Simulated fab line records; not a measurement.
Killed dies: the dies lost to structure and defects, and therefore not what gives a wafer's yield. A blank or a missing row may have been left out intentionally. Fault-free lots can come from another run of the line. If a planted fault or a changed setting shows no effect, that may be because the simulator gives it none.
Comparing a struck lot with a sound one -- flow sky130 -- 43 out of 708 route steps
Sound: the wafers L233.1, L233.2, L233.4. Struck: wafers L243.1, L243.2, L243.6. At the end, the cause is stated.
At each step with rows: each side's tool, then ch and its chambers, then its first start. Under that, the readings that differ: sound wafers -- struck wafers -- difference of the means -- sigmas: that difference in standard deviations of wafers without a fault.
alike: readings whose means differ by less than 2 such deviations, and words and numbers that are the same on both sides. not compared: withheld readings, readings that some wafer has no value for, bounds like >300 that may hide the same value, and numbers for which the record gives no deviation and whose values overlap.
Wherever a step has rows on one side only, a row that says differs or no value, or a row with sigmas, the two part there. Numbers that don't overlap but have no deviation are shown without sigmas and don't part them. Lack of a reading on every wafer of one side parts them only where that side has two or more wafers.

first, 5 steps without rows for these wafers: SKY_METAL3_COAT_08 (resist thk 1140 nm); SKY_METAL3_SOFTBAKE_09 (time 90 s); SKY_METAL3_EXPOSE_10 (exposes mask MM3, target cd 300 nm); SKY_METAL3_PEB_11; SKY_METAL3_DEVELOP_12 (develop time 60 s).
SKY_METAL3_CD_MEAS_13: the cd target is 300 nm.
  sound: cd-sem-01 at day 38 12:19; struck: cd-sem-02 at day 41 22:58
  alike: cd-nm
SKY_METAL3_OVL_MEAS_14:
  sound: overlay-02 at day 38 12:26; struck: overlay-01 at day 41 23:05
  alike: METAL3_OVL
then, 1 step without rows for these wafers: SKY_METAL3_DESCUM_15 (chemistry O2, time 8 s).
SKY_METAL3_ETCH_16: etches BARC in N2/H2, stops on SiO2, time 88.2 s, target depth 60 nm.
  sound on rie-metal-04 ch 0,1, day 38 12:31; struck on rie-metal-04 ch 0,1, day 41 23:10
  alike: drypump-motor-current-A, oes-product-au, throttle-valve-pct
  not compared: rf-hours-counter-h
then, 3 steps without rows for these wafers: SKY_METAL3_ETCH_17 (etches SiO2 in C4F8/O2/Ar, stops on TiN, time 3.9 s, target depth 15 nm); SKY_METAL3_METAL_ETCH_18 (etches the open film in Cl2/BCl3, stops on SiO2, target depth 845 nm, time 183.1 s); SKY_METAL3_STRIP_19 (strips in O2/N2).
SKY_METAL3_STRIP_20: strips in post etch residue remover, time 1200 s.
  sound on wet-bench-03 ch 0, day 38 12:55; struck on wet-bench-04 ch 0, day 41 23:34
  alike: bath-guard-temp-C
then, 3 steps without rows for these wafers: SKY_METAL3_CLEAN_21 (cleans in IPA, time 180 s); SKY_METAL3_CLEAN_22 (cleans in O3/DIW); SKY_VIA3_HDPCVD_00 (deposits SiO2, target thk 1635 nm, time 272.5 s).
SKY_VIA3_THK_MEAS_01:
  sound: film-metro-01 at day 38 13:35; struck: film-metro-01 at day 42 00:15
  alike: VIA3_HDPCVD_THK
then, 1 step without rows for these wafers: SKY_VIA3_CMP_02 (polishes SiO2).
SKY_VIA3_BOW_MEAS_03:
  sound: film-metro-01 at day 38 13:56; struck: film-metro-02 at day 42 00:37
  alike: VIA3_BOW
then, 8 steps without rows for these wafers: SKY_VIA3_DEHYDRATE_04 (time 60 s); SKY_VIA3_HMDS_05 (prime time 60 s); SKY_VIA3_COAT_06 (resist thk 60 nm); SKY_VIA3_COAT_07 (resist thk 450 nm); SKY_VIA3_SOFTBAKE_08 (time 90 s); SKY_VIA3_EXPOSE_09 (exposes mask VIM3, target cd 200 nm); SKY_VIA3_PEB_10; SKY_VIA3_DEVELOP_11 (develop time 60 s).
SKY_VIA3_CD_MEAS_12: the cd target is 200 nm.
  sound: cd-sem-02 at day 39 15:08; struck: cd-sem-02 at day 42 23:47
  alike: cd-nm
SKY_VIA3_OVL_MEAS_13:
  sound: overlay-01 at day 39 15:16; struck: overlay-01 at day 42 23:55
  alike: VIA3_OVL
SKY_VIA3_ETCH_14: etches BARC in N2/H2, stops on SiO2, time 45.9 s, target depth 60 nm.
  sound on rie-diel-02 ch 0,1,2, day 39 15:18; struck on rie-diel-03 ch 1,2,3, day 42 23:57
  alike: drypump-motor-current-A, oes-product-au, throttle-valve-pct
  not compared: rf-hours-counter-h
then, 5 steps without rows for these wafers: SKY_VIA3_ETCH_15 (etches SiO2 in C4F8/O2/Ar, stops on TiN, target depth 507 nm, time 78 s); SKY_VIA3_STRIP_16 (strips in O2/N2); SKY_VIA3_STRIP_17 (strips in post etch residue remover, time 1200 s); SKY_VIA3_CLEAN_18 (cleans in IPA, time 180 s); SKY_VIA3_CLEAN_19 (cleans in O3/DIW).
SKY_VIA3_SPUTTER_20: material TiN, target thk 20 nm, time 80 s.
  sound: pvd-sputter-01 at day 39 15:59; struck: pvd-sputter-04 at day 43 00:38
  alike: throttle-valve-pct
then, 1 step without rows for these wafers: SKY_VIA3_CVD_21 (deposits W, target thk 390 nm, time 117.31 s).
SKY_VIA3_RS_MEAS_22: the measuring method here is four-point-probe.
  sound: film-metro-04 at day 39 16:10; struck: film-metro-04 at day 43 00:49
  alike: VIA3_W_RS
SKY_VIA3_THK_MEAS_23: measures by xrf.
  sound: film-metro-04 at day 39 16:17; struck: film-metro-04 at day 43 00:56
  alike: VIA3_W_THK
SKY_VIA3_CMP_24: polishes, stops on SiO2, t overpolish 20 s, target thk 0 nm.
  sound on cmp-01 ch 0,1,3, day 39 16:28; struck on cmp-01 ch 0,2,3, day 43 01:00
  alike: edge-zone-pressure-frac, motor-current-A, overpolish-run-s, slurry-filter-dp-kPa, time-to-endpoint-s
SKY_METAL4_SPUTTER_00: material Ti, target thk 15 nm, time 10 s.
  sound: pvd-sputter-02 at day 39 16:46; struck: pvd-sputter-04 at day 43 01:18
  alike: throttle-valve-pct
then, 1 step without rows for these wafers: SKY_METAL4_SPUTTER_01 (material TiN, target thk 20 nm, time 17.31 s).
-- the record jumps here: 5 days lie between the struck wafers' starts before and after (it left off in module METAL4 and takes up again in module PAD_OPEN, whose first step shown is number 708 of the route) --
SKY_PAD_OPEN_PROBE_99:
  sound: prober-02 at day 45 17:34; struck: prober-02 at day 48 09:11
reading,sound,struck,difference,sigmas
defect-limited-yield (%),83.3 82.3 82.3,75.6 76.2 71.1,-8.3,-4
killed_at_M0_to_M3,42 49 43,83 90 99,+46,+6
killed-dies,82 87 87,120 117 142,+41,+4
sort_bin_3_pad_short (%),0.6 0.6 0.8,1.4 2.8 2.6,+1.6,+4
sort_bin_5_function (%),10.6 10.6 10.6,17.1 14.2 18.7,+6.1,+4
sort-n-pass,410 405 405,372 375 350,-41,-4
sort-yield-pct (%),83.3 82.3 82.3,75.6 76.2 71.1,-8.3,-4
model.etest.tester.sort-n-pass,410 405 405,372 375 350,-41,
model.etest.tester.sort-yield-pct (%),83.33 82.32 82.32,75.61 76.22 71.14,-8.33,
model.etest.tester.sort_bin_5_pct (%),10.57 10.57 10.57,17.07 14.23 18.7,+6.10,
model.etest.tester.sort_bin_3_pct (%),0.6098 0.6098 0.813,1.423 2.846 2.642,+1.626,
  alike: killed_at_M4_up, killed-at-contacts, killed-at-front-end, killed-at-other, killed-open, killed-short, sort_bin_6_memory

## WHERE THEY PART
Only at SKY_PAD_OPEN_PROBE_99, as far as this record shows.

WHY: the cause the simulator had injected
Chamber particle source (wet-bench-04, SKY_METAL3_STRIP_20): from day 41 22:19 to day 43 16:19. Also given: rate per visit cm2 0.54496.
